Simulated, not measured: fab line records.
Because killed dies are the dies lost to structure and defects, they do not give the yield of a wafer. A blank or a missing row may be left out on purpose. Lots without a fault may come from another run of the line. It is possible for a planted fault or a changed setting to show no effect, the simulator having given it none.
Code-filled problem report in 8D (eight disciplines) form ; flow sky130 ; the parts of the form that need people (team, actions taken, sign-off) are left out

== 1. WHAT IS WRONG ==
Mean of sort_bin_3_pad_short at SKY_PAD_OPEN_PROBE_99: 3.0 % across 3 wafers in 2 lots; on wafers with no fault it is 0.8 % (standard deviation 0.36). That puts it +6.0 standard deviations away from the usual mean.
First observed at day 48 20:53: wafer L490.2, on prober-01. Wafers with a number at this step in the record: 42, from 14 lots. Rule for "out", or "out of limits": more than 4 standard deviations from the usual mean. Any other wafer with a number is counted as sound.

== 2. WHAT IT IS AND WHAT IT IS NOT ==
question;is;is not
which readings at this step;sort_bin_3_pad_short, defectLimitedYield, killed_at_M0_to_M3, killedDies, sortNPass, sortYieldPct;killed_at_M4_up, killedAtContacts, killedAtFrontEnd, killedAtOther, killedOpen, killedShort, sort_bin_6_memory
which lots;L490, L493;L477, L478, L479, L480, L481, L482, L483, L484, L494, L496, L497, L499
which wafers of those lots;L490.2, L493.2, L493.5;L490.3, L490.6, L493.3
read on which tools;prober-01;prober-02
when;from day 48 20:53;"up to then (24 sound wafers); but 15 sound wafers of L490, L493, L494, L496, L497, L499 came after"

== 3. THE SUSPECTS, EACH WITH WHAT RULES IT OUT ==
Counting: a tool at a process step up to the reading stays a suspect if it ran every lot that is out. Sound lots after the first of them don't rule it out here, since some wafers of a struck lot are sound.
- pvdSputter-03 at SKY_METAL3_SPUTTER_00 (material Ti, target thk 15 nm, time 10 s): kept. Every lot that is out went through it, the first being L490 (day 40 07:05); the last sound lot it ran before that was L484 (day 39 11:35).
- prober-01 at SKY_PAD_OPEN_PROBE_99: kept. Every lot that is out went through it, the first being L490 (day 48 20:53); the last sound lot it ran before that was L483 (day 48 02:31). Its own readings are out on those wafers: defectLimitedYield, killed_at_M0_to_M3, killedDies, sort_bin_3_pad_short, sortNPass, sortYieldPct.
What counting leaves: pvdSputter-03 at SKY_METAL3_SPUTTER_00 and prober-01 at SKY_PAD_OPEN_PROBE_99.

== 4. THE CAUSE (what the simulator had put in) ==
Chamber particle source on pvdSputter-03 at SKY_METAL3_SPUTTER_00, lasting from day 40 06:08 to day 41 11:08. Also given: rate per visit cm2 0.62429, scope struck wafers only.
Counting left 2 suspects, and this tool is among them.

== 5. THE EFFECT CHAIN, in route order ==
Each row: a reading where the mean over the struck wafers with a number is more than 3 standard deviations away from the usual. Scope: only readings with a usual standard deviation given in the record; hours: median across lots of the time from each lot's start at the first step in this table that gives one to its start at this step; sigmas: change in usual standard deviations.
hours;step;reading;usual;on struck wafers;change;sigmas
0;SKY_PAD_OPEN_PROBE_99;defectLimitedYield;82.5 %;72.4;-10.1;-5.0
0;SKY_PAD_OPEN_PROBE_99;killed_at_M0_to_M3;44;91;+47;+6.7
0;SKY_PAD_OPEN_PROBE_99;killedDies;86;136;+50;+5.2
0;SKY_PAD_OPEN_PROBE_99;sort_bin_3_pad_short;0.8 %;3.0;+2.2;+6.0
0;SKY_PAD_OPEN_PROBE_99;sort_bin_5_function;10.3 %;16.7;+6.4;+4.9
0;SKY_PAD_OPEN_PROBE_99;sortNPass;406;356;-50;-5.2
0;SKY_PAD_OPEN_PROBE_99;sortYieldPct;82.5 %;72.4;-10.1;-5.0
The process steps in it:
- SKY_PAD_OPEN_PROBE_99

== 6. HOW IT WOULD HAVE BEEN CAUGHT EARLIER ==
In this record no reading fell out of limits until day 48 20:53, 207 hours after the fault had begun at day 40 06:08.
No tool reading at SKY_METAL3_SPUTTER_00 that has a usual standard deviation in the record was out on any struck wafer, so an alarm limit of 4 standard deviations on those readings would not have fired.
Each of the lots that are out, 2 in all, had begun SKY_METAL3_SPUTTER_00 on pvdSputter-03 no later than day 48 20:53. Tool hold at that time: it would have spared none of them.
